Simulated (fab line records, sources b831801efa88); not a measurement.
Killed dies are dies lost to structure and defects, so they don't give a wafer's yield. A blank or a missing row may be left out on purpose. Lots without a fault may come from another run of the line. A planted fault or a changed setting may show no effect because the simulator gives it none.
Which tool did it? | flow gf180mcu | 13 lots, 39 wafers sampled, at 5 steps of a route of 602

WHAT THE GAUGES READ, wafer by wafer
GF_STI_THK_MEAS_24. Usual: STI_CVD_23_THK 650 nm, standard deviation 5.6.
lot  | measured    | on            | STI_CVD_23_THK (nm)       | flag
L107 | day 2 11:57 | film_metro-03 | 660 656 655               |
L108 | day 2 14:41 | film_metro-03 | 648 642 653               |
L110 | day 3 04:39 | film_metro-04 | 651 651 652               |
L111 | day 3 05:58 | film_metro-02 | 645 646 649               |
L113 | day 3 17:43 | film_metro-03 | 660 647 653               |
L116 | day 4 12:44 | film_metro-03 | 661 656 651               |
L117 | day 4 16:30 | film_metro-03 | 663 660 658               |
L118 | day 4 23:16 | film_metro-04 | 657 649 654               |
L119 | day 4 23:17 | film_metro-03 | 659 652 648               |
L122 | day 5 21:25 | film_metro-03 | 651 651 646               |
L125 | day 6 08:37 | film_metro-02 | 1156 646 653 1157 646 653 | OFF
L128 | day 6 23:53 | film_metro-03 | 645 651 652               |
L129 | day 7 03:34 | film_metro-04 | 644 643 643               |

GF_LVPWELL_OVL_MEAS_07. Usual: LVPWELL_OVL 0.5 nm, standard deviation 1.3.
lot  | measured    | on         | LVPWELL_OVL (nm) | flag
L107 | day 4 05:29 | overlay-01 | -0.7 1.0 -2.4    |
L108 | day 4 08:49 | overlay-02 | 1.7 0.0 1.9      |
L110 | day 4 22:20 | overlay-02 | -0.5 1.4 0.3     |
L111 | day 5 01:03 | overlay-02 | 1.0 1.8 1.9      |
L113 | day 5 17:40 | overlay-01 | 3.9 1.2 5.3      |
L116 | day 6 10:56 | overlay-02 | 0.8 0.1 0.6      |
L117 | day 6 16:47 | overlay-01 | -0.2 0.6 -1.2    |
L118 | day 6 22:41 | overlay-02 | -0.2 0.9 1.4     |
L119 | day 6 22:53 | overlay-01 | -0.6 1.6 3.0     |
L122 | day 8 00:46 | overlay-01 | 0.0 1.4 0.7      |
L125 | day 8 09:38 | overlay-01 | -1.9 -0.9 0.6    |
L128 | day 9 02:50 | overlay-01 | 1.4 -0.5 0.8     |
L129 | day 9 05:29 | overlay-01 | 0.9 -1.3 -1.5    |

GF_VT_IMPLANT_RS_MEAS_46: measures by four-point-probe. Usual: MVSD_RS 456.8 ohm/sq, standard deviation 0.94.
lot  | measured     | on            | MVSD_RS (ohm/sq)  | flag
L107 | day 7 19:18  | film_metro-04 | 456.3 456.6 457.2 |
L108 | day 7 23:19  | film_metro-03 | 456.6 456.9 455.9 |
L110 | day 8 16:49  | film_metro-01 | 454.9 455.5 456.5 |
L111 | day 8 20:38  | film_metro-01 | 455.7 455.8 455.9 |
L113 | day 9 17:07  | film_metro-01 | 455.7 456.4 456.3 |
L116 | day 10 18:19 | film_metro-04 | 457.6 455.8 457.9 |
L117 | day 10 19:43 | film_metro-01 | 457.5 458.2 457.4 |
L118 | day 11 03:10 | film_metro-03 | 455.5 456.1 457.2 |
L119 | day 11 05:10 | film_metro-01 | 456.9 456.8 457.0 |
L122 | day 12 14:05 | film_metro-03 | 456.0 457.3 457.9 |
L125 | day 13 00:41 | film_metro-01 | 456.3 455.7 456.7 |
L128 | day 13 21:43 | film_metro-01 | 456.0 457.1 458.0 |
L129 | day 13 22:50 | film_metro-04 | 456.5 457.9 457.1 |

WHICH TOOL RAN EACH LOT (tool, then ch and the chambers of the sampled wafers, then the start)
lot  | GF_STI_CVD_23                   | GF_STI_CMP_25
L107 | hdpcvd-02 ch 0,2, day 2 11:52   | cmp-01 ch 1,2, day 2 12:03
L108 | hdpcvd-02 ch 1,2, day 2 14:36   | cmp-01 ch 0,1,2, day 2 14:47
L110 | hdpcvd-01 ch 0,2, day 3 04:34   | cmp-02 ch 0,1,3, day 3 04:46
L111 | hdpcvd-01 ch 0,1,2, day 3 05:53 | cmp-01 ch 0,2,3, day 3 06:08
L113 | hdpcvd-02 ch 1,2, day 3 17:38   | cmp-01 ch 0,1, day 3 17:49
L116 | hdpcvd-02 ch 0,2, day 4 12:39   | cmp-01 ch 0,2,3, day 4 12:53
L117 | hdpcvd-01 ch 0,1, day 4 16:25   | cmp-01 ch 1,2,3, day 4 16:37
L118 | hdpcvd-02 ch 0,1, day 4 23:11   | cmp-02 ch 0,1, day 4 23:20
L119 | hdpcvd-01 ch 1,2, day 4 23:11   | cmp-01 ch 0,2, day 4 23:20
L122 | hdpcvd-02 ch 0,2, day 5 21:20   | cmp-02 ch 1,2, day 5 21:28
L125 | hdpcvd-01 ch 0,1,2, day 6 08:32 | cmp-02 ch 0,3, day 6 12:08
L128 | hdpcvd-02 ch 0,2, day 6 23:47   | cmp-02 ch 0,1, day 6 23:55
L129 | hdpcvd-02 ch 0,1, day 7 03:29   | cmp-02 ch 0,1,3, day 7 03:41
- GF_STI_CVD_23: deposits SiO2, target thk 650 nm, time 108.3 s.
- GF_STI_CMP_25: polishes, stops on Si3N4, t overpolish 33 s, target thk 524.6 nm.

WHAT THE TOOLS THEMSELVES READ (means of the sampled wafers that have a number; where no wafer has one, the mark that the record gives instead)
GF_STI_CMP_25. Usual: motor_current_A 13.0 A, standard deviation 0.88; platen_rpm 60.00 rpm, standard deviation 0.04; time_to_endpoint_s 124 s, standard deviation 4.4.
lot  | tool   | motor_current_A (A) | platen_rpm (rpm) | time_to_endpoint_s (s) | flag
L107 | cmp-01 | 13.8                | 60.00            | 126                    |
L108 | cmp-01 | 13.3                | 60.03            | 125                    |
L110 | cmp-02 | 13.2                | 60.00            | 129                    |
L111 | cmp-01 | 12.9                | 59.93            | 122                    |
L113 | cmp-01 | 12.2                | 60.00            | 124                    |
L116 | cmp-01 | 12.8                | 59.98            | 121                    |
L117 | cmp-01 | 12.9                | 59.98            | 120                    |
L118 | cmp-02 | 13.8                | 59.99            | 124                    |
L119 | cmp-01 | 12.4                | 60.05            | 122                    |
L122 | cmp-02 | 13.6                | 60.02            | 122                    |
L125 | cmp-02 | 12.9                | 60.01            | 156                    | OFF
L128 | cmp-02 | 13.6                | 60.01            | 126                    |
L129 | cmp-02 | 13.3                | 60.01            | 125                    |

THE ANSWER, worked out from the rows above alone
Rule: a lot is off if the mean of its wafers that have a number lies more than 3 standard deviations from the usual mean. A lot without any number at a reading at which 4 lots or more have one is off too. The other lots that the step has rows for count as sound. The gauges are gone through in route order, then the tools' own readings, and for those a lot's mean is taken as printed above. The first step at which some lot is off is used, and at that step the reading that is off furthest; a lot without a number counts as furthest.
Off: L125, at GF_STI_THK_MEAS_24 (STI_CVD_23_THK).
A tool fits if, at a process step before that reading, it ran every lot that is off, and no sound lot after the first of them. The gauges at GF_STI_THK_MEAS_24 aren't tried: what is off there is off at GF_STI_CMP_25 too, on other tools, and a gauge's error can't cause that. One fits: hdpcvd-01 at GF_STI_CVD_23. Its last sound lot is L119 (day 4 23:11), its first lot that is off L125 (day 6 08:32): a fault that began between those two fits.

WHAT THE SIMULATOR HAD PUT IN
Process parameter drift: hdpcvd-01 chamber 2, from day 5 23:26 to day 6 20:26, at GF_STI_CVD_23. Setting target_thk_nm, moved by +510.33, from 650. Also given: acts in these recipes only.
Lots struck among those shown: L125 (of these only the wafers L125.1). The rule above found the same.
